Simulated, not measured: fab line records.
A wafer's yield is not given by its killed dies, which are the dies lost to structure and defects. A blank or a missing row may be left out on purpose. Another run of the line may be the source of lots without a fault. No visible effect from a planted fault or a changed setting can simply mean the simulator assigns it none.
Check for tools in common :: flow sky130 :: Lots sampled 12, wafers sampled 36

WHY IT WAS OPENED
SKY_VT_ADJUST_HVTR_TW_MEAS_11, reading VT_ADJUST_HVTR_TW: flagged on 2 of 12 lots. No-fault wafers: 212.3, standard deviation 0.86.
Rule: a lot is flagged when every wafer of it that has a number lies more than 4 standard deviations from that mean, or none has a number. All remaining lots are regarded as sound.

lot: L766
measured: day 9 05:23
on: film metro-04
VT_ADJUST_HVTR_TW, wafer by wafer: 212.3 213.3 213.9
flag: 

lot: L767
measured: day 9 16:23
on: film metro-03
VT_ADJUST_HVTR_TW, wafer by wafer: 210.9 212.3 211.0
flag: 

lot: L768
measured: day 9 20:50
on: film metro-04
VT_ADJUST_HVTR_TW, wafer by wafer: 213.2 212.2 213.2
flag: 

lot: L773
measured: day 11 14:51
on: film metro-04
VT_ADJUST_HVTR_TW, wafer by wafer: 210.6 210.8 211.6
flag: 

lot: L776
measured: day 12 22:47
on: film metro-04
VT_ADJUST_HVTR_TW, wafer by wafer: 168.5 168.4 170.0
flag: FLAGGED

lot: L778
measured: day 13 06:28
on: film metro-02
VT_ADJUST_HVTR_TW, wafer by wafer: 212.0 212.4 212.8
flag: 

lot: L777
measured: day 13 07:38
on: film metro-03
VT_ADJUST_HVTR_TW, wafer by wafer: 169.3 168.6 169.1
flag: FLAGGED

lot: L779
measured: day 13 12:07
on: film metro-02
VT_ADJUST_HVTR_TW, wafer by wafer: 213.5 212.5 211.8
flag: 

lot: L785
measured: day 15 12:23
on: film metro-04
VT_ADJUST_HVTR_TW, wafer by wafer: 212.9 212.7 213.1
flag: 

lot: L787
measured: day 16 01:14
on: film metro-04
VT_ADJUST_HVTR_TW, wafer by wafer: 212.3 211.4 212.2
flag: 

lot: L788
measured: day 16 06:36
on: film metro-04
VT_ADJUST_HVTR_TW, wafer by wafer: 212.5 211.0 211.7
flag: 

lot: L789
measured: day 16 12:41
on: film metro-02
VT_ADJUST_HVTR_TW, wafer by wafer: 210.8 209.4 210.3
flag: 
On average the flagged lots' numbers are 169.0, which is -43.3 against the usual, or -50 standard deviations.

WHICH TOOL RAN EACH LOT
Before the reading, the record contains 3 process steps out of a 708-step route. Each cell gives the tool, then ch followed by the chambers the sampled wafers passed through, then the start.
lot: L766
flag: 
SKY_VT_ADJUST_HVTP_STRIP_10: plasma asher-04 ch 0, day 5 22:17
SKY_VT_ADJUST_HVTR_IMPLANT_09: implanter-01 ch 0, day 9 05:10
SKY_VT_ADJUST_HVTR_STRIP_10: plasma asher-03 ch 0,1, day 9 05:17

lot: L767
flag: 
SKY_VT_ADJUST_HVTP_STRIP_10: plasma asher-02 ch 0,1, day 6 06:36
SKY_VT_ADJUST_HVTR_IMPLANT_09: implanter-02 ch 0, day 9 16:08
SKY_VT_ADJUST_HVTR_STRIP_10: plasma asher-03 ch 0,1, day 9 16:17

lot: L768
flag: 
SKY_VT_ADJUST_HVTP_STRIP_10: plasma asher-02 ch 0,1, day 6 10:51
SKY_VT_ADJUST_HVTR_IMPLANT_09: implanter-01 ch 0, day 9 20:35
SKY_VT_ADJUST_HVTR_STRIP_10: plasma asher-02 ch 0,1, day 9 20:44

lot: L773
flag: 
SKY_VT_ADJUST_HVTP_STRIP_10: plasma asher-01 ch 0,1, day 7 22:59
SKY_VT_ADJUST_HVTR_IMPLANT_09: implanter-03 ch 0, day 11 14:38
SKY_VT_ADJUST_HVTR_STRIP_10: plasma asher-02 ch 0,1, day 11 14:46

lot: L776
flag: FLAGGED
SKY_VT_ADJUST_HVTP_STRIP_10: plasma asher-04 ch 0,1, day 9 01:46
SKY_VT_ADJUST_HVTR_IMPLANT_09: implanter-03 ch 0, day 12 22:32
SKY_VT_ADJUST_HVTR_STRIP_10: plasma asher-02 ch 0,1, day 12 22:40

lot: L778
flag: 
SKY_VT_ADJUST_HVTP_STRIP_10: plasma asher-01 ch 0,1, day 9 08:19
SKY_VT_ADJUST_HVTR_IMPLANT_09: implanter-02 ch 0, day 13 06:16
SKY_VT_ADJUST_HVTR_STRIP_10: plasma asher-04 ch 0,1, day 13 06:22

lot: L777
flag: FLAGGED
SKY_VT_ADJUST_HVTP_STRIP_10: plasma asher-02 ch 0,1, day 9 08:35
SKY_VT_ADJUST_HVTR_IMPLANT_09: implanter-03 ch 0, day 13 07:25
SKY_VT_ADJUST_HVTR_STRIP_10: plasma asher-04 ch 0,1, day 13 07:32

lot: L779
flag: 
SKY_VT_ADJUST_HVTP_STRIP_10: plasma asher-04 ch 0,1, day 9 11:39
SKY_VT_ADJUST_HVTR_IMPLANT_09: implanter-02 ch 0, day 13 11:52
SKY_VT_ADJUST_HVTR_STRIP_10: plasma asher-02 ch 0,1, day 13 12:01

lot: L785
flag: 
SKY_VT_ADJUST_HVTP_STRIP_10: plasma asher-01 ch 0,1, day 11 07:38
SKY_VT_ADJUST_HVTR_IMPLANT_09: implanter-02 ch 0, day 15 12:10
SKY_VT_ADJUST_HVTR_STRIP_10: plasma asher-03 ch 0,1, day 15 12:17

lot: L787
flag: 
SKY_VT_ADJUST_HVTP_STRIP_10: plasma asher-01 ch 0,1, day 11 18:59
SKY_VT_ADJUST_HVTR_IMPLANT_09: implanter-02 ch 0, day 16 00:59
SKY_VT_ADJUST_HVTR_STRIP_10: plasma asher-02 ch 0,1, day 16 01:08

lot: L788
flag: 
SKY_VT_ADJUST_HVTP_STRIP_10: plasma asher-02 ch 0,1, day 12 00:15
SKY_VT_ADJUST_HVTR_IMPLANT_09: implanter-01 ch 0, day 16 06:22
SKY_VT_ADJUST_HVTR_STRIP_10: plasma asher-02 ch 0,1, day 16 06:29

lot: L789
flag: 
SKY_VT_ADJUST_HVTP_STRIP_10: plasma asher-04 ch 0,1, day 12 04:48
SKY_VT_ADJUST_HVTR_IMPLANT_09: implanter-02 ch 0, day 16 12:28
SKY_VT_ADJUST_HVTR_STRIP_10: plasma asher-02 ch 0,1, day 16 12:35
These steps, and what they do:
- SKY_VT_ADJUST_HVTP_STRIP_10: strips in O2/N2.
- SKY_VT_ADJUST_HVTR_IMPLANT_09
- SKY_VT_ADJUST_HVTR_STRIP_10: strips in O2/N2.
- SKY_VT_ADJUST_HVTR_TW_MEAS_11

FLAGGED AGAINST TOTAL, ONE TOOL AT A TIME (gauges that did the reading follow at the end)
step: SKY_VT_ADJUST_HVTP_STRIP_10
tool: plasma asher-01
lots run: 4
flagged: 0
share of the flagged lots: none
sound lots run after its first flagged lot: -

step: SKY_VT_ADJUST_HVTP_STRIP_10
tool: plasma asher-02
lots run: 4
flagged: 1
share of the flagged lots: some
sound lots run after its first flagged lot: 1 (L788)

step: SKY_VT_ADJUST_HVTP_STRIP_10
tool: plasma asher-04
lots run: 4
flagged: 1
share of the flagged lots: some
sound lots run after its first flagged lot: 2 (L779,L789)

step: SKY_VT_ADJUST_HVTR_IMPLANT_09
tool: implanter-01
lots run: 3
flagged: 0
share of the flagged lots: none
sound lots run after its first flagged lot: -

step: SKY_VT_ADJUST_HVTR_IMPLANT_09
tool: implanter-02
lots run: 6
flagged: 0
share of the flagged lots: none
sound lots run after its first flagged lot: -

step: SKY_VT_ADJUST_HVTR_IMPLANT_09
tool: implanter-03
lots run: 3
flagged: 2
share of the flagged lots: all
sound lots run after its first flagged lot: 0

step: SKY_VT_ADJUST_HVTR_STRIP_10
tool: plasma asher-02
lots run: 7
flagged: 1
share of the flagged lots: some
sound lots run after its first flagged lot: 4 (L779,L787,L788,L789)

step: SKY_VT_ADJUST_HVTR_STRIP_10
tool: plasma asher-03
lots run: 3
flagged: 0
share of the flagged lots: none
sound lots run after its first flagged lot: -

step: SKY_VT_ADJUST_HVTR_STRIP_10
tool: plasma asher-04
lots run: 2
flagged: 1
share of the flagged lots: some
sound lots run after its first flagged lot: 0

step: SKY_VT_ADJUST_HVTR_TW_MEAS_11
tool: film metro-02
lots run: 3
flagged: 0
share of the flagged lots: none
sound lots run after its first flagged lot: -

step: SKY_VT_ADJUST_HVTR_TW_MEAS_11
tool: film metro-03
lots run: 2
flagged: 1
share of the flagged lots: some
sound lots run after its first flagged lot: 0

step: SKY_VT_ADJUST_HVTR_TW_MEAS_11
tool: film metro-04
lots run: 7
flagged: 1
share of the flagged lots: some
sound lots run after its first flagged lot: 3 (L785,L787,L788)

WHAT THE TABLE PERMITS
All flagged lots share 1 row of the table, namely implanter-03 at SKY_VT_ADJUST_HVTR_IMPLANT_09.
- implanter-03 at SKY_VT_ADJUST_HVTR_IMPLANT_09 ran 3 lots, 2 of them flagged. A fault beginning between L773 (day 11 14:38), its last sound lot, and L776 (day 12 22:32), its first flagged one, fits the data. Its own readings lie more than 4 standard deviations out on every wafer of the flagged lots: dose ions cm2, faraday current uA.
implanter-03 at SKY_VT_ADJUST_HVTR_IMPLANT_09 is the single tool remaining.

WHAT WAS PUT IN BY THE SIMULATOR
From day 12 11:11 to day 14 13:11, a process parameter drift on implanter-03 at SKY_VT_ADJUST_HVTR_IMPLANT_09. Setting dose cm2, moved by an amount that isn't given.
Struck lots among those shown: L776, L777. The rule given above showed the same thing.
